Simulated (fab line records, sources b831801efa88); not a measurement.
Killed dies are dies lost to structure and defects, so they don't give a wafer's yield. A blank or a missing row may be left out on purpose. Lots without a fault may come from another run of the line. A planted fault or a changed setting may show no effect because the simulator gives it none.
fab line records | flow sky130
record lots=11 wafers=33 last_day=50
route steps=708 shown CONTACT@425 VIA1@479 VIA2@507 PAD_OPEN@708
lots that met no fault: from a run of the same line without faults
start_h: hours from the record's first day to the start of the lot's first wafer shown | wait_h: hours since the lot's step before | " the same as in the row above | L1.1+2: a row that stands for several wafers | - no value, or no start given | * or withheld: withheld | < > ~ a bound
route shown NAME@n: a module of which the file shows steps, and the number in the route of the first | usual: mean/standard deviation of fault-free wafers | same: alike in all rows | chamber/n: place in a boat | sites: the reading at each site | _std_site: their standard deviation | _edge_site: outer sites' mean less inner sites' | radius_mm: how far each site lies from the wafer's centre | mask NAME#n: copy n | behind: the tool/chamber that last shaped the wafer | hold: why the lot was held/for how many hours/how that ended | device: the transistor (n, p or np) that didn't switch | end of line: the same wafers' tests at the end of the route | a step without rows: its recipe alone | killed: dies lost to structure and defects at the first sort, not the wafer's yield | map: a wafer's dies, x killed, . not, _ none there
set.NAME: the setting as run; set.NAME@STEP: as run at that earlier step | model.NAME: the simulator's own value behind a step, which no gauge read
steps of the route over a sample of lots; a table a step, a row a wafer
services: from which hour (start_h, from the record's first day; less than 0 if before it) a tool's chamber was out of use, for how many hours, and why
## steps
# step SKY_CONTACT_STRIP_19
# recipe chemistry=O2/N2 power_w=1400 pressure_mtorr=1500 platen_temp_c=withheld o2_flow_sccm=3000 n2_flow_sccm=300 overash_fraction=0.5
# usual drypump_motor_current_A=5.6/0.31 n2_flow_sccm=300.1/0.87 oes_product_au=0.381/0.0052 strip_time_to_endpoint_s=3.628/0.027
# columns lot.wafer tool chamber start_h wait_h drypump_motor_current_A n2_flow_sccm oes_product_au rf_hours_counter_h strip_time_to_endpoint_s
L209.1 plasma_asher-04 1 743.85 - 5.7 300.9 0.376 93 3.598
L209.5 " 1 " " 5.7 301.6 0.387 - 3.618
L209.6 " 0 " " 5.2 300.8 0.374 - 3.580
L212.1 plasma_asher-04 0 768.36 - 5.2 300.2 0.382 96 3.649
L212.3 " 0 " " 5.2 302.2 0.389 - 3.644
L212.4 " 1 " " 5.7 299.3 0.372 - 3.643
L213.3 plasma_asher-04 0 769.95 - 5.2 299.8 0.374 - 3.632
L213.4 " 1 " " 5.7 300.4 0.378 - 3.641
L213.5 " 1 " " 5.7 299.4 0.390 - 3.634
L216.3 plasma_asher-01 0 796.29 - 5.7 299.0 0.376 - 3.657
L216.5 " 0 " " 5.7 300.3 0.382 - 3.652
L216.6 " 1 " " 6.1 301.6 0.387 - 3.591
L215.1 plasma_asher-03 0 796.61 - 5.2 299.7 0.386 34 3.649
L215.4 " 1 " " 5.7 299.3 0.374 - 3.590
L215.5 " 0 " " 5.2 299.2 0.387 - 3.619
L217.3 plasma_asher-03 0 812.26 - 5.2 299.9 0.382 - 3.615
L217.4 " 1 " " 5.7 301.9 0.377 - 3.642
L217.6 " 0 " " 5.2 300.9 0.377 - 3.624
L221.1 plasma_asher-01 1 841.76 - 6.1 298.5 0.383 68 3.608
L221.3 " 0 " " 5.7 300.0 0.379 - 3.642
L221.6 " 1 " " 6.1 298.7 0.382 - 3.653
L223.1 plasma_asher-04 0 848.21 - 5.2 300.1 0.381 104 3.653
L223.2 " 1 " " 5.7 299.4 0.373 104 3.613
L223.5 " 1 " " 5.7 299.6 0.378 - 3.647
L224.2 plasma_asher-04 0 862.02 - 5.2 300.5 0.380 106 3.637
L224.3 " 1 " " 5.7 301.7 0.379 - 3.608
L224.4 " 0 " " 5.2 300.5 0.379 - 3.604
L229.2 plasma_asher-03 1 895.31 - 5.7 299.5 0.386 44 3.651
L229.3 " 0 " " 5.2 299.5 0.389 - 3.649
L229.4 " 1 " " 5.7 298.5 0.384 - 3.627
L230.3 plasma_asher-01 1 898.91 - 6.1 298.4 0.386 - 3.670
L230.4 " 0 " " 5.7 300.6 0.382 - 3.658
L230.5 " 1 " " 6.1 298.9 0.379 - 3.616
# step SKY_VIA1_CVD_21
# recipe material=W target_thk_nm=270 time_s=80.902 temp_c=400 pressure_torr=40
# usual heater_power_w=853/97
# columns lot.wafer tool chamber start_h wait_h heater_power_w
L209.1 cvd_w-02 0 802.18 0.0 735
L209.5 " 0 " " 739
L209.6 " 1 " " 921
L212.1 cvd_w-02 1 825.51 0.0 941
L212.3 " 0 " " 752
L212.4 " 1 " " 941
L213.3 cvd_w-02 1 827.31 0.1 949
L213.4 " 0 " " 753
L213.5 " 1 " " 946
L216.3 cvd_w-02 0 853.26 0.1 757
L216.5 " 0 " " 752
L216.6 " 1 " " 915
L215.1 cvd_w-02 1 853.32 0.1 944
L215.4 " 1 " " 919
L215.5 " 0 " " 741
L217.3 cvd_w-02 0 868.76 0.1 768
L217.4 " 1 " " 940
L217.6 " 0 " " 763
L221.1 cvd_w-01 1 897.28 0.0 774
L221.3 " 1 " " 782
L221.6 " 1 " " 786
L223.1 cvd_w-01 0 905.27 0.0 979
L223.2 " 1 " " 791
L223.5 " 1 " " 783
L224.2 cvd_w-01 0 917.61 0.0 934
L224.3 " 0 " " 943
L224.4 " 1 " " 776
L229.2 cvd_w-01 1 949.13 0.0 768
L229.3 " 0 " " 978
L229.4 " 1 " " 797
L230.3 cvd_w-01 1 953.11 0.1 777
L230.4 " 0 " " 960
L230.5 " 1 " " 785
# step SKY_VIA2_HDPCVD_00
# recipe material=SiO2 target_thk_nm=1180 sigma_open_frac=0.3 time_s=196.7 temp_c=400 sih4_flow_sccm=60 pressure_mtorr=6
# usual run_length_s=224.5/0.5
# columns lot.wafer tool chamber start_h wait_h run_length_s
L209.1 hdpcvd-01 1 830.75 0.0 225.3
L209.5 " 2 " " 223.8
L209.6 " 1 " " 224.5
L212.1 hdpcvd-01 1 854.05 0.0 224.7
L212.3 " 2 " " 223.8
L212.4 " 2 " " 223.9
L213.3 hdpcvd-01 1 855.14 0.0 224.9
L213.4 " 1 " " 224.7
L213.5 " 0 " " 224.7
L216.3 hdpcvd-02 2 880.62 0.0 223.8
L216.5 " 1 " " 225.0
L216.6 " 2 " " 223.7
L215.1 hdpcvd-01 1 881.03 0.0 224.5
L215.4 " 2 " " 223.6
L215.5 " 1 " " 225.2
L217.3 hdpcvd-02 2 895.74 0.0 223.9
L217.4 " 2 " " 224.2
L217.6 " 1 " " 225.0
L221.1 hdpcvd-01 1 924.73 0.0 224.7
L221.3 " 2 " " 224.1
L221.6 " 0 " " 224.4
L223.1 hdpcvd-01 2 932.65 0.0 243.9
L223.2 " 0 " " 243.9
L223.5 " 0 " " 243.9
L224.2 hdpcvd-01 0 944.45 0.0 244.1
L224.3 " 1 " " 244.2
L224.4 " 2 " " 243.3
L229.2 hdpcvd-02 2 974.66 0.0 224.3
L229.3 " 0 " " 224.8
L229.4 " 1 " " 224.7
L230.3 hdpcvd-02 2 979.07 0.0 223.4
L230.4 " 1 " " 224.9
L230.5 " 2 " " 223.8
# step SKY_VIA2_THK_MEAS_01
# recipe reads=SiO2_of_VIA2_HDPCVD_00
# usual VIA2_HDPCVD_THK=1185/13
# columns lot.wafer tool chamber start_h wait_h VIA2_HDPCVD_THK[nm]
L209.1 film_metro-03 - 830.88 0.1 1184
L209.5 " - " " 1186
L209.6 " - " " 1181
L212.1 film_metro-02 - 854.18 0.1 1193
L212.3 " - " " 1185
L212.4 " - " " 1198
L213.3 film_metro-02 - 855.29 0.1 1180
L213.4 " - " " 1181
L213.5 " - " " 1172
L216.3 film_metro-02 - 880.77 0.1 1184
L216.5 " - " " 1181
L216.6 " - " " 1195
L215.1 film_metro-02 - 881.16 0.1 1188
L215.4 " - " " 1189
L215.5 " - " " 1191
L217.3 film_metro-01 - 895.89 0.1 1180
L217.4 " - " " 1173
L217.6 " - " " 1173
L221.1 film_metro-03 - 924.85 0.1 1211
L221.3 " - " " 1199
L221.6 " - " " 1204
L223.1 film_metro-03 - 932.78 0.1 1298
L223.2 " - " " 1300
L223.5 " - " " 1310
L224.2 film_metro-01 - 944.58 0.1 1326
L224.3 " - " " 1311
L224.4 " - " " 1323
L229.2 film_metro-02 - 974.80 0.1 1172
L229.3 " - " " 1164
L229.4 " - " " 1177
L230.3 film_metro-01 - 979.22 0.1 1179
L230.4 " - " " 1178
L230.5 " - " " 1189
# step SKY_VIA2_THK_MEAS_23
# recipe thk_meas_gauge=xrf reads=W_of_VIA2_CVD_21
# usual VIA2_W_THK=435/6.6
# columns lot.wafer tool chamber start_h wait_h VIA2_W_THK[nm]
L209.1 film_metro-03 - 858.80 0.1 435
L209.5 " - " " 436
L209.6 " - " " 425
L212.1 film_metro-02 - 882.11 0.1 423
L212.3 " - " " 427
L212.4 " - " " 426
L213.3 film_metro-02 - 883.45 0.1 436
L213.4 " - " " 432
L213.5 " - " " 435
L216.3 film_metro-02 - 909.17 0.1 438
L216.5 " - " " 446
L216.6 " - " " 440
L215.1 film_metro-03 - 909.28 0.1 431
L215.4 " - " " 427
L215.5 " - " " 428
L217.3 film_metro-02 - 922.30 0.1 432
L217.4 " - " " 438
L217.6 " - " " 434
L221.1 film_metro-01 - 951.39 0.1 430
L221.3 " - " " 429
L221.6 " - " " 433
L223.1 film_metro-02 - 958.79 0.1 442
L223.2 " - " " 437
L223.5 " - " " 438
L224.2 film_metro-03 - 970.31 0.1 435
L224.3 " - " " 431
L224.4 " - " " 437
L229.2 film_metro-03 - 999.87 0.1 433
L229.3 " - " " 427
L229.4 " - " " 441
L230.3 film_metro-03 - 1005.30 0.1 427
L230.4 " - " " 432
L230.5 " - " " 425
# step SKY_PAD_OPEN_PROBE_99
# usual defect_limited_yield=82.2/1.9 killed_at_M0_to_M3=43/6.3 killed_at_M4_up=3.3/1.7 killed_at_contacts=24/5.4 killed_at_front_end=16/4.6 killed_at_other=0.4/0.7 killed_dies=87/9.4 killed_open=47/6.9 killed_short=39/6.1 sort_bin_3_pad_short=0.9/0.45 sort_bin_5_function=10.6/1.5 sort_bin_6_memory=6.3/1.2 sort_n_pass=405/9.4 sort_yield_pct=82.2/1.9
# same gross_dies=492 killed_at_back_side=0 sort_bin_4_leakage[%]=0 sort_bin_8_speed[%]=0
# columns lot.wafer tool chamber start_h wait_h defect_limited_yield[%] killed_at_M0_to_M3 killed_at_M4_up killed_at_contacts killed_at_front_end killed_at_other killed_dies killed_open killed_short sort_bin_3_pad_short[%] sort_bin_5_function[%] sort_bin_6_memory[%] sort_n_pass sort_yield_pct[%]
L213.3 prober-02 - 1103.55 0.2 83.3 44 2 21 15 0 82 48 34 1.8 8.9 5.9 410 83.3
L213.4 prober-02 - 1103.60 0.2 82.9 47 3 19 15 0 84 52 31 1.2 11.0 4.9 408 82.9
L213.5 prober-02 - 1103.65 0.2 83.1 45 6 12 20 0 83 43 40 0.8 10.2 5.9 409 83.1
L223.1 prober-02 - 1159.45 0.1 82.3 43 5 24 13 2 87 48 38 0.4 11.0 6.3 405 82.3
L223.2 prober-02 - 1159.50 0.1 85.2 32 5 23 13 0 73 39 33 0.4 9.3 5.1 419 85.2
L223.5 prober-02 - 1159.65 0.2 81.7 38 2 30 20 0 90 44 46 1.0 10.4 6.9 402 81.7
L224.2 prober-01 - 1171.20 0.1 81.3 45 5 27 15 0 92 60 32 0.6 10.6 7.5 400 81.3
L224.3 prober-01 - 1171.25 0.2 85.8 37 1 21 11 0 70 44 26 0.2 8.9 5.1 422 85.8
L224.4 prober-01 - 1171.30 0.2 82.1 43 1 21 23 0 88 39 49 1.2 11.0 5.7 404 82.1
# killed by level:class
L213.3 CONTACT:geometric_particle:open=10 VIA1:geometric_particle:open=8 VIA3:geometric_particle:open=7 LI_CONTACT:geometric_particle:open=6 METAL2:geometric_particle:short=6 VIA2:geometric_particle:open=6 FIELD_ISO:geometric_particle:open=4 POLY_GATE:geometric_particle:short=4
L213.4 VIA2:geometric_particle:open=10 VIA1:geometric_particle:open=10 METAL2:geometric_particle:short=7 FIELD_ISO:geometric_particle:open=6 VIA3:geometric_particle:open=5 LI_CONTACT:geometric_particle:open=5 CONTACT:geometric_particle:open=5 LOCAL_INTERCONNECT:geometric_particle:short=4
L213.5 VIA2:geometric_particle:open=8 METAL1:geometric_particle:short=8 POLY_GATE:geometric_particle:short=5 CONTACT:geometric_particle:open=5 VIA1:geometric_particle:short=5 VIA1:geometric_particle:open=5 VIA3:geometric_particle:open=5 POLY_GATE:geometric_particle:open=4
L223.1 CONTACT:geometric_particle:open=9 METAL1:geometric_particle:short=8 VIA1:geometric_particle:open=8 LOCAL_INTERCONNECT:geometric_particle:short=7 VIA2:geometric_particle:open=6 LI_CONTACT:geometric_particle:open=5 METAL2:geometric_particle:short=5 METAL3:geometric_particle:short=4
L223.2 METAL2:geometric_particle:short=11 CONTACT:geometric_particle:open=8 LI_CONTACT:geometric_particle:open=6 CONTACT:geometric_particle:short=6 VIA2:geometric_particle:open=6 FIELD_ISO:geometric_particle:open=3 POLY_GATE:geometric_particle:open=3 POLY_GATE:geometric_particle:short=3
L223.5 CONTACT:geometric_particle:open=10 METAL2:geometric_particle:short=8 FIELD_ISO:geometric_particle:short=7 VIA1:geometric_particle:open=7 VIA2:geometric_particle:open=7 LI_CONTACT:geometric_particle:open=6 VIA1:geometric_particle:short=5 LI_CONTACT:geometric_particle:short=5
L224.2 LI_CONTACT:geometric_particle:open=11 VIA1:geometric_particle:open=11 VIA2:geometric_particle:open=8 CONTACT:geometric_particle:open=7 VIA3:geometric_particle:open=7 LOCAL_INTERCONNECT:geometric_particle:short=5 METAL2:geometric_particle:short=4 METAL2:geometric_particle:open=4
L224.3 VIA1:geometric_particle:open=11 CONTACT:geometric_particle:open=7 METAL1:geometric_particle:short=6 VIA3:geometric_particle:open=6 LI_CONTACT:geometric_particle:open=4 CONTACT:geometric_particle:short=4 VIA1:geometric_particle:short=4 POLY_GATE:geometric_particle:open=3
L224.4 VIA1:geometric_particle:open=10 METAL2:geometric_particle:short=9 CONTACT:geometric_particle:short=7 VIA2:geometric_particle:open=6 POLY_GATE:geometric_particle:open=5 METAL1:geometric_particle:short=5 FIELD_ISO:geometric_particle:short=4 CONTACT:geometric_particle:open=4
## services
# columns tool chamber start_h hours kind
cvd_w-01 - 721.13 0.6 repair
plasma_asher-04 - 730.81 11.1 repair
cvd_w-02 - 731.80 0.9 repair
plasma_asher-01 - 741.95 15.6 pm
plasma_asher-03 - 744.24 3.9 repair
plasma_asher-03 - 749.64 1.1 repair
plasma_asher-03 - 767.87 2.1 repair
plasma_asher-03 - 786.20 2.8 pm
hdpcvd-02 1 796.12 8.9 repair
hdpcvd-02 0 800.01 10.9 repair
plasma_asher-03 - 814.89 5.7 repair
plasma_asher-01 - 818.23 2.8 pm
plasma_asher-04 - 838.84 1.2 repair
hdpcvd-02 - 843.20 16.3 repair
cvd_w-01 - 851.67 2.8 pm
plasma_asher-01 - 901.95 2.3 repair
cvd_w-02 - 904.00 14.0 pm
hdpcvd-02 2 907.68 25.2 repair
hdpcvd-01 - 950.25 15.0 pm
hdpcvd-01 0 950.25 15.0 vent_cycle
hdpcvd-01 1 950.25 15.0 vent_cycle
hdpcvd-01 2 950.25 15.0 vent_cycle
cvd_w-02 - 950.79 0.5 repair
hdpcvd-01 0 965.25 - clean
## key
first_sign step=SKY_VIA2_HDPCVD_00 reading=run_length_s direction=up sigmas=39 usual=* struck=*
effect step=SKY_VIA2_THK_MEAS_01 reading=VIA2_HDPCVD_THK direction=up sigmas=9.9 usual=1185 struck=1311
met_at SKY_VIA2_HDPCVD_00
struck_lots L223,L224
not_acting_at SKY_CONTACT_STRIP_19,SKY_VIA1_CVD_21,SKY_VIA2_THK_MEAS_23
onset_between 924.73 932.65
fault kind=process_parameter_drift tool=hdpcvd-01 chamber=- onset_h=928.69 steps=SKY_VIA2_HDPCVD_00 channel=time_s offset=* shape=step end_h=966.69 acts_in=* stated=*
